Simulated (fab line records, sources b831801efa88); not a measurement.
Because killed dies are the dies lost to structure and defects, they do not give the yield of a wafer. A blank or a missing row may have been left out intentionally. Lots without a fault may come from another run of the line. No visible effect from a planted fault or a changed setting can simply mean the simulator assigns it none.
Tool commonality check | flow gf180mcu | Sample size 12 lots and 36 wafers

## REASON FOR OPENING
Of 12 lots, 3 have the reading PASSIVATION_CVD_00_THK flagged at GF_PASSIVATION_THK_MEAS_01. No-fault wafers: 998 nm, standard deviation 13.
Rule: a lot gets a flag if all its wafers with a number sit over 4 standard deviations from that mean, or if no wafer of it has a number. As for the other lots, they are considered sound.

lot  | measured     | on            | PASSIVATION_CVD_00_THK (nm), wafer by wafer | flag
L713 | day 28 01:58 | film metro-04 | 1008 990 1017                               |
L714 | day 28 09:44 | film metro-03 | 995 1010 1006                               |
L716 | day 29 01:19 | film metro-04 | 1003 1013 1022                              |
L717 | day 29 11:42 | film metro-04 | 1005 1016 1024                              |
L722 | day 31 00:45 | film metro-01 | 975 988 997                                 |
L724 | day 31 15:08 | film metro-01 | 1102 1110 1108                              | FLAGGED
L725 | day 32 00:01 | film metro-01 | 1079 1103 1101                              | FLAGGED
L726 | day 32 03:36 | film metro-01 | 1077 1106 1105                              | FLAGGED
L727 | day 32 08:03 | film metro-03 | 987 1001 1014                               |
L730 | day 33 00:28 | film metro-01 | 993 986 1008                                |
L731 | day 33 07:32 | film metro-04 | 987 1010 1014                               |
L736 | day 34 11:57 | film metro-04 | 971 985 1002                                |
The mean of the flagged lots' numbers is 1099 nm, +101 nm from the usual (+8 standard deviations).

## TOOL THAT RAN EACH LOT
Before the reading, the record contains 2 process steps out of a 602-step route. In each cell: the tool, then ch and the chambers that the sampled wafers went through, then the start.
lot  | flag    | GF_V5_SPUTTER_21             | GF_PASSIVATION_CVD_00
L713 |         | pvd sputter-01, day 27 04:36 | pecvd-03 ch 0,1, day 28 01:54
L714 |         | pvd sputter-04, day 27 12:20 | pecvd-03 ch 0,1,2, day 28 09:39
L716 |         | pvd sputter-01, day 28 04:18 | pecvd-02 ch 0,2, day 29 01:13
L717 |         | pvd sputter-01, day 28 14:21 | pecvd-03 ch 0,1,2, day 29 11:38
L722 |         | pvd sputter-04, day 30 05:00 | pecvd-02 ch 0,1, day 31 00:40
L724 | FLAGGED | pvd sputter-01, day 30 19:43 | pecvd-02 ch 0,1, day 31 15:03
L725 | FLAGGED | pvd sputter-04, day 31 04:37 | pecvd-02 ch 1,2, day 31 23:55
L726 | FLAGGED | pvd sputter-02, day 31 08:21 | pecvd-02 ch 0,1, day 32 03:31
L727 |         | pvd sputter-04, day 31 13:16 | pecvd-01 ch 1,2, day 32 07:59
L730 |         | pvd sputter-02, day 32 06:12 | pecvd-03 ch 0,1,2, day 33 00:24
L731 |         | pvd sputter-01, day 32 13:30 | pecvd-03 ch 1,2, day 33 07:26
L736 |         | pvd sputter-02, day 33 19:12 | pecvd-03 ch 0,2, day 34 11:53
What is done by these steps:
- GF_V5_SPUTTER_21: material Ti, target thk 15 nm, time 80.02 s.
- GF_PASSIVATION_CVD_00: deposits SiO2 from TEOS, target thk 1000 nm, time 111.95 s.
- GF_PASSIVATION_THK_MEAS_01

## FLAGGED OVER TOTAL, TOOL BY TOOL (the gauges that took the reading come last)
step                       | tool           | lots run | flagged | share of the flagged lots | sound lots run after its first flagged lot
GF_V5_SPUTTER_21           | pvd sputter-01 | 5        | 1       | some                      | 1 (L731)
GF_V5_SPUTTER_21           | pvd sputter-02 | 3        | 1       | some                      | 2 (L730,L736)
GF_V5_SPUTTER_21           | pvd sputter-04 | 4        | 1       | some                      | 1 (L727)
GF_PASSIVATION_CVD_00      | pecvd-01       | 1        | 0       | none                      | -
GF_PASSIVATION_CVD_00      | pecvd-02       | 5        | 3       | all                       | 0
GF_PASSIVATION_CVD_00      | pecvd-03       | 6        | 0       | none                      | -
GF_PASSIVATION_THK_MEAS_01 | film metro-01  | 5        | 3       | all                       | 1 (L730)
GF_PASSIVATION_THK_MEAS_01 | film metro-03  | 2        | 0       | none                      | -
GF_PASSIVATION_THK_MEAS_01 | film metro-04  | 5        | 0       | none                      | -

## THE TABLE: WHAT IT ALLOWS
Every flagged lot went through 2 rows of the table: pecvd-02 at GF_PASSIVATION_CVD_00 and film metro-01 at GF_PASSIVATION_THK_MEAS_01.
- pecvd-02 at GF_PASSIVATION_CVD_00 ran 5 lots, 3 of them flagged. A fault beginning between L722 (day 31 00:40), its last sound lot, and L724 (day 31 15:03), its first flagged one, fits the data. Its own readings (rf fwd power W) fall more than 4 standard deviations out on all wafers of the flagged lots.
- film metro-01 at GF_PASSIVATION_THK_MEAS_01 ran 5 lots, 3 of them flagged. Lots that were sound ran on it after the first flagged one (L730); a persistent fault on the entire tool would not allow that.
Just one tool remains: pecvd-02 at GF_PASSIVATION_CVD_00.

## WHAT HAD BEEN PUT IN BY THE SIMULATOR
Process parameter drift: pecvd-02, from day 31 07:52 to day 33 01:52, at GF_PASSIVATION_CVD_00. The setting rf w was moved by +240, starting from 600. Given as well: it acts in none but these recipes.
Shown lots that were struck: L724, L725, L726. The rule above found the same.
